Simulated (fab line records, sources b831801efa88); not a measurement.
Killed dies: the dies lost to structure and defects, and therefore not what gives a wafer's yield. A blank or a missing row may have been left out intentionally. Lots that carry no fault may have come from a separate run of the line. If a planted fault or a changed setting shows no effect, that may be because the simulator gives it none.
Which of the tools did it? | flow gf180mcu | 6 lots with 18 wafers sampled at 2 steps, on a route of 602 steps

== WHAT EACH GAUGE READ, for each wafer ==
GF_STI_THK_MEAS_30.
lot  | measured    | on            | STI_OXIDATION_02_THK (nm)
L212 | day 2 11:14 | film_metro-02 | 10.03 10.03 10.10
L214 | day 2 22:25 | film_metro-01 | 10.27 10.17 9.99
L216 | day 3 07:16 | film_metro-04 | 9.70 9.68 9.72
L219 | day 4 02:16 | film_metro-02 | 10.41 10.59 10.22
L223 | day 4 23:21 | film_metro-02 | 9.89 9.89 10.05
L229 | day 6 07:04 | film_metro-01 | 7.83 7.68 7.80

== WHAT TOOL EACH LOT RAN ON (gives the tool, then ch and the chambers of the sampled wafers, and finally the start) ==
lot  | GF_STI_OXIDATION_29
L212 | furnace-01 ch 0, day 2 09:49
L214 | furnace-02 ch 0, day 2 21:01
L216 | furnace-02 ch 0, day 3 05:51
L219 | furnace-01 ch 0, day 4 00:53
L223 | furnace-02 ch 0, day 4 21:56
L229 | furnace-01 ch 0, day 6 05:40
- GF_STI_OXIDATION_29: stabilise 600 s, purge 300 s, target thk 10 nm.

== THE ANSWER, worked out from the rows above alone ==
Rule: the usual values come from the lots themselves. Put in order of their means at a reading, lots are off if they are a third of the lots or fewer, leave a main group of 4 or more, and stand apart from it by a gap of 3 or more times the standard deviation of the main group's means; of several such gaps the widest counts. Not used: any main group whose means are identical at the precision the tables above print for the reading. Also off: a lot with no number at a reading for which 4 or more lots have one. All remaining lots with rows at the step are treated as sound.
Off: at GF_STI_THK_MEAS_30 (STI_OXIDATION_02_THK), L229. Mean 10.05 nm and standard deviation 0.23 in the main group.
If a tool, at a process step before that reading, ran all the lots that are off and no sound lot after the first of them, it fits. Gauges at GF_STI_THK_MEAS_30: tried the same way as those tools. 2 tools fit, furnace-01 at GF_STI_OXIDATION_29 and film_metro-01 at GF_STI_THK_MEAS_30, so this cannot tell which one it is.

== WHAT THE SIMULATOR PUT IN ==
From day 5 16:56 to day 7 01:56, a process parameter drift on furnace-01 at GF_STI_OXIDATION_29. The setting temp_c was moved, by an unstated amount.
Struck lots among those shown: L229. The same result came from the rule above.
